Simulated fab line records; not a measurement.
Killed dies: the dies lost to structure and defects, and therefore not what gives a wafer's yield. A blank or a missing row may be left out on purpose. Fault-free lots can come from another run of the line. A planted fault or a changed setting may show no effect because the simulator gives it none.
8D (eight disciplines) problem report, filled in by code + flow gf180mcu + the parts of the form that need people (team, actions taken, sign-off) are left out

## 1. PROBLEM STATEMENT
At GF_M4_CD_MEAS_14, cd-nm averages 270.6 nm over 6 wafers from 2 lots, while fault-free wafers read 279.6 nm, standard deviation 1.3. Relative to the usual mean, that is a shift of -6.9 standard deviations.
The step: target cd 280 nm.
Seen first at day 29 07:36 on cd-sem-01, wafer L729.1. The record holds 36 wafers of 12 lots with a number at this step. By rule, "out" or "out of limits" means more than 4 standard deviations away from the usual mean. The other wafers with a number count as sound.

## 2. WHAT IT IS AND WHAT IT IS NOT
| question                    | is                     | is not                                                                    |
|-----------------------------|------------------------|---------------------------------------------------------------------------|
| which readings at this step | cd-nm                  | -                                                                         |
| which lots                  | L729, L732             | L715, L716, L717, L719, L720, L722, L723, L726, L730, L734                |
| which wafers of those lots  | all that have a number | -                                                                         |
| read on which gauges        | cd-sem-01              | cd-sem-02                                                                 |
| when                        | from day 29 07:36      | up to then (24 sound wafers); but 6 sound wafers of L730, L734 came after |

## 3. WHAT RULES OUT EACH SUSPECT
Counting: a tool at any process step up to the reading remains a suspect when it ran all the lots that are out and ran no sound lot after the first of those.
- the gauge at GF_M4_CD_MEAS_14 has been ruled out. All the wafers that are out were read on cd-sem-01, but those of them that GF_M4_SOFTBAKE_10 has rows for are out there too, on other tools.
- pvd-sputter-02 at GF_V3_SPUTTER_22 (material TiN, target thk 10 nm, time 40 s): ruled out as a lasting fault. Sound lots L730 ran on it after its first lot that is out, L729 (day 28 11:23).
- litho-track-02 at GF_M4_SOFTBAKE_10 (time 60 s): kept. It processed each lot that is out, first L729 at day 28 21:40, and no sound lot thereafter; up to then, the last sound lot it processed was L720 at day 26 05:31. Its own readings are out on those wafers: heater-power-total-W, plate-temp-C.
Remaining after the count: litho-track-02 at GF_M4_SOFTBAKE_10.

## 4. THE CAUSE (what the simulator had put in)
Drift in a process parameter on litho-track-02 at GF_M4_SOFTBAKE_10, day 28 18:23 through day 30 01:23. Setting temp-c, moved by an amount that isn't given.
Only this tool survived the counting.

## 5. THE EFFECT CHAIN, in route order
Each row: a reading where the mean over the struck wafers with a number is more than 3 standard deviations away from the usual. Readings are gone through only where the record gives a usual standard deviation; hours: the median, over the lots, of the time from a lot's start at the first step in this table giving one to that lot's start at this step; sigmas: the change measured in usual standard deviations.
| hours | step              | reading              | usual    | on struck wafers | change | sigmas |
|-------|-------------------|----------------------|----------|------------------|--------|--------|
| 0     | GF_M4_SOFTBAKE_10 | heater-power-total-W | 93.05 W  | 95.78            | +2.73  | +45    |
| 0     | GF_M4_SOFTBAKE_10 | plate-temp-C         | 129.99 C | 132.80           | +2.81  | +19    |
| 10    | GF_M4_CD_MEAS_14  | cd-nm                | 279.6 nm | 270.6            | -9.0   | -6.9   |
Here are the process steps it includes:
- GF_M4_SOFTBAKE_10: time 60 s.

## 6. WHAT WOULD HAVE CAUGHT IT SOONER
The first out-of-limits reading at a measuring or inspecting step in this record came at day 29 07:36, 13 hours after the fault's start at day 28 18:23.
The tool's own readings at GF_M4_SOFTBAKE_10 were out on every struck wafer that the step has a row for (heater-power-total-W, plate-temp-C): an alarm limit on them would have fired on the first of those.
Of the lots that are out (2), L732 began GF_M4_SOFTBAKE_10 on litho-track-02 after day 29 07:36. Putting the tool on hold at that point would have spared it.
